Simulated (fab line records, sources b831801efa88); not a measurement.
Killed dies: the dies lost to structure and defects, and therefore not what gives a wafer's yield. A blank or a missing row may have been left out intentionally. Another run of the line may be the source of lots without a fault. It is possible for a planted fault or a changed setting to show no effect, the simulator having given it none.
A lot that was struck, set against a sound lot || flow sky130 || 17 out of 708 route steps
Sound: these wafers, L950.2, L950.4, L950.5. Struck: wafer L957.1 (L957.3, L957.5, from the same lot, were not struck and are left out); the cause is given at the end.
Each step with rows lists, per side, the tool, then ch with its chambers, then its first start. Under that, the readings that differ: sound wafers || struck wafers || difference of the means || sigmas: that difference in standard deviations of wafers without a fault.
alike: readings with means less than 2 such deviations apart, plus words and numbers identical on both sides. not compared: withheld readings, readings lacking a value on some wafer, bounds such as >300 that could conceal the same value, and numbers that have no deviation in the record and whose values overlap.
A row with sigmas, a row that says differs or no value, or rows on one side alone: a step with any of these is where the two part. Numbers that have no deviation but don't overlap get no sigmas and don't part them. Lack of a reading on every wafer of one side parts them only where that side has two or more wafers.

SKY_VIA3_CMP_02: polishes SiO2.
  sound on cmp-01 ch 1,2,3, day 42 09:16; struck on cmp-02 ch 3, day 44 01:54
  alike: motorCurrentA
SKY_VIA3_BOW_MEAS_03:
  sound on filmMetro-01 at day 42 09:29; struck on filmMetro-02 at day 44 02:12
  alike: VIA3_BOW
then, 8 steps without rows for these wafers: SKY_VIA3_DEHYDRATE_04 (time 60 s); SKY_VIA3_HMDS_05 (prime time 60 s); SKY_VIA3_COAT_06 (resist thk 60 nm); SKY_VIA3_COAT_07 (resist thk 450 nm); SKY_VIA3_SOFTBAKE_08 (time 90 s); SKY_VIA3_EXPOSE_09 (exposes mask VIM3, target cd 200 nm); SKY_VIA3_PEB_10; SKY_VIA3_DEVELOP_11 (develop time 60 s).
SKY_VIA3_CD_MEAS_12: target cd 200 nm.
  sound on cdSem-02 at day 43 08:01; struck on cdSem-01 at day 45 00:36
{"reading": "cdNm (nm)", "sound": "199.6 198.7 199.6", "struck": 201.9, "difference": "+2.6", "sigmas": "+2"}
SKY_VIA3_OVL_MEAS_13:
  sound on overlay-01 at day 43 08:08; struck on overlay-01 at day 45 00:43
  alike: VIA3_OVL
SKY_VIA3_ETCH_14: etches BARC in N2/H2, stops on SiO2, time 45.9 s, target depth 60 nm.
  sound on rieDiel-04 ch 0,1,3, day 43 08:10; struck on rieDiel-04 ch 2, day 45 00:46
{"reading": "oesProductAu (a.u.)", "sound": "0.851 0.860 0.851", "struck": 0.800, "difference": -0.054, "sigmas": -11}
{"reading": "model.KrF-thick_of_VIA3_COAT_07.thkNm (nm)", "sound": "394.5 393.3 395.4", "struck": 406.6, "difference": "+12.2", "sigmas": ""}
{"reading": "model.etch.depthNm (nm)", "sound": "60.26 60.29 60.16", "struck": 53.13, "difference": -7.11, "sigmas": ""}
{"reading": "model.VIA3.cdNm (nm)", "sound": "200.2 199.8 199.5", "struck": 199.1, "difference": -0.7, "sigmas": ""}
  alike: drypumpMotorCurrentA, throttleValvePct
  not compared: rfHoursCounterH
SKY_VIA3_ETCH_15: etches SiO2 in C4F8/O2/Ar, stops on TiN, target depth 507 nm, time 78 s.
  sound on rieDiel-04 ch 0,1,3, day 43 08:12; struck on rieDiel-04 ch 2, day 45 00:48
{"reading": "oesProductAu (a.u.)", "sound": "0.956 0.944 0.943", "struck": 0.744, "difference": -0.204, "sigmas": -45}
{"reading": "model.KrF-thick_of_VIA3_COAT_07.thkNm (nm)", "sound": "293.9 290.4 296.6", "struck": 308.2, "difference": "+14.6", "sigmas": ""}
  not compared: rfHoursCounterH
SKY_VIA3_STRIP_16: strips in O2/N2.
  sound on plasmaAsher-04 ch 0,1, day 43 08:16; struck on plasmaAsher-04 ch 1, day 45 00:52
{"reading": "stripTimeToEndpointS (s)", "sound": "4.149 4.123 4.182", "struck": 4.328, "difference": "+0.177", "sigmas": "+7"}
  alike: drypumpMotorCurrentA, oesProductAu
  not compared: rfHoursCounterH
then, 1 step without rows for these wafers: SKY_VIA3_STRIP_17 (strips in post etch residue remover, time 1200 s).
-- the record jumps here: 5 days lie between the struck wafers' starts before and after (it left off in module VIA3 and takes up again in module PAD_OPEN, whose first step shown is number 708 of the route) --
SKY_PAD_OPEN_PROBE_99:
  sound on prober-02 at day 48 23:04; struck on prober-01 at day 50 05:14
{"reading": "defectLimitedYield (%)", "sound": "82.1 80.5 85.6", "struck": 56.7, "difference": -26.0, "sigmas": -14}
{"reading": "killed_at_M0_to_M3", "sound": "44 51 34", "struck": 167, "difference": "+124", "sigmas": "+17"}
{"reading": "killed_at_M4_up", "sound": "7 8 7", "struck": 2, "difference": -5, "sigmas": -3}
{"reading": "killedDies", "sound": "88 96 71", "struck": 213, "difference": "+128", "sigmas": "+13"}
{"reading": "killedOnRim", "sound": "17 19 12", "struck": 89, "difference": "+73", "sigmas": "+19"}
{"reading": "model.etest.tester.sortNPass", "sound": "404 396 421", "struck": 254, "difference": -153, "sigmas": ""}
{"reading": "model.etest.tester.sort_bin_5_pct (%)", "sound": "10.16 12.4 8.13", "struck": 41.06, "difference": "+30.83", "sigmas": ""}
{"reading": "model.etest.tester.sortYieldPct (%)", "sound": "82.11 80.49 85.57", "struck": 51.63, "difference": -31.09, "sigmas": ""}
{"reading": "model.etest.via3Chain.rcOhm", "sound": "9.416 10.13 9.835", "struck": 19.15, "difference": "+9.36", "sigmas": ""}
{"reading": "model.etest.tester.sort_bin_8_pct (%)", "sound": "0 0 0", "struck": 1.316e-09, "difference": "+1.316e-09", "sigmas": ""}
  alike: killedAtContacts, killedAtFrontEnd, killedAtOther, killedOpen, killedShort

== WHERE THEY PART ==
Last at SKY_PAD_OPEN_PROBE_99 as far as this record goes, first at SKY_VIA3_CD_MEAS_12.

WHY: whatever the simulator had introduced
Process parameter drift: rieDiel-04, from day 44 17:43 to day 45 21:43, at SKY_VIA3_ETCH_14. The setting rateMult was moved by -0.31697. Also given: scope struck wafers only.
